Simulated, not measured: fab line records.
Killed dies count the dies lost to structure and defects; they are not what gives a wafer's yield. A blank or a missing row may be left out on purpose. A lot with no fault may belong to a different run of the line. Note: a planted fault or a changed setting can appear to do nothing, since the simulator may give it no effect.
Code-filled problem report in 8D (eight disciplines) form || flow sky130 || the parts of the form that need people (team, actions taken, sign-off) are left out

1. WHAT WENT WRONG
A mean of 0.983 a.u. is read at SKY_VIA3_ETCH_14 for oes_product_au, taken on 1 wafer of 1 lot, against 0.854 a.u. (standard deviation 0.0042) on wafers free of any fault. That puts it +31 standard deviations away from the usual mean.
The step: etches BARC in N2/H2, stops on SiO2, time 45.9 s, target depth 60 nm.
First observed at day 44 15:18: wafer L232.4, on rie_diel-01. At this step, 33 wafers from 11 lots have a number in the record. Rule for "out", or "out of limits": more than 4 standard deviations from the usual mean. The other wafers with a number count as sound.

2. WHAT THIS IS AND IS NOT
{"question": "which readings at this step", "is": "oes_product_au, run_length_s", "is not": "drypump_motor_current_A, throttle_valve_pct"}
{"question": "which lots", "is": "L232", "is not": "L216, L217, L218, L219, L221, L222, L225, L229, L230, L239"}
{"question": "which wafers of those lots", "is": "L232.4", "is not": "L232.2, L232.3"}
{"question": "read on which tools", "is": "rie_diel-01", "is not": "rie_diel-02, rie_diel-03"}
{"question": "when", "is": "from day 44 15:18", "is not": "up to then (29 sound wafers); but 3 sound wafers of L239 came after"}

3. WHAT RULES OUT EACH SUSPECT
Counting: if a tool at a process step up to the reading ran every lot that is out, it stays a suspect. Sound lots after the first of them don't rule it out here, since some wafers of a struck lot are sound.
- rie_diel-01 at SKY_VIA3_ETCH_14 (etches BARC in N2/H2, stops on SiO2, time 45.9 s, target depth 60 nm): kept. L232, the lot that is out, went through it at day 44 15:18; up to then, the latest sound lot through it was L229 at day 43 05:59. Its own readings are out on those wafers: oes_product_au, run_length_s.
- Within rie_diel-01 at SKY_VIA3_ETCH_14: the wafers that are out ran in chamber 1; their sound lot-mates ran in chambers 0, 3.
The count leaves rie_diel-01 at SKY_VIA3_ETCH_14.

4. THE CAUSE (what the simulator had put in)
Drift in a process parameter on rie_diel-01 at SKY_VIA3_ETCH_14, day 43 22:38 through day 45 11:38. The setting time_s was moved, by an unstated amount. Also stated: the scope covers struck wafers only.
This tool alone remained once counting was done.

5. SEQUENCE OF EFFECTS, ordered by route
Each row: a reading whose mean over the struck wafers that have a number lies more than 3 standard deviations from the usual. Only readings for which the record gives a usual standard deviation are gone through. hours: the time from each lot's start at the first step in this table that gives one to its start at this step, as a median over the lots. sigmas: the change in usual standard deviations.
{"hours": 0, "step": "SKY_VIA3_ETCH_14", "reading": "oes_product_au", "usual": "0.854 a.u.", "on struck wafers": 0.983, "change": "+0.129", "sigmas": "+31"}
{"hours": 0, "step": "SKY_VIA3_ETCH_14", "reading": "run_length_s", "usual": "74.2 s", "on struck wafers": 65.9, "change": -8.3, "sigmas": -17}
{"hours": 0, "step": "SKY_VIA3_STRIP_16", "reading": "strip_time_to_endpoint_s", "usual": "4.133 s", "on struck wafers": 4.223, "change": "+0.090", "sigmas": "+3.2"}
Its process steps:
- SKY_VIA3_ETCH_14: etches BARC in N2/H2, stops on SiO2, time 45.9 s, target depth 60 nm.
- SKY_VIA3_STRIP_16: strips in O2/N2.

6. HOW IT WOULD HAVE BEEN CAUGHT EARLIER
17 hours passed between the start of the fault at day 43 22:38 and the first reading out of limits in this record, taken at day 44 15:18.
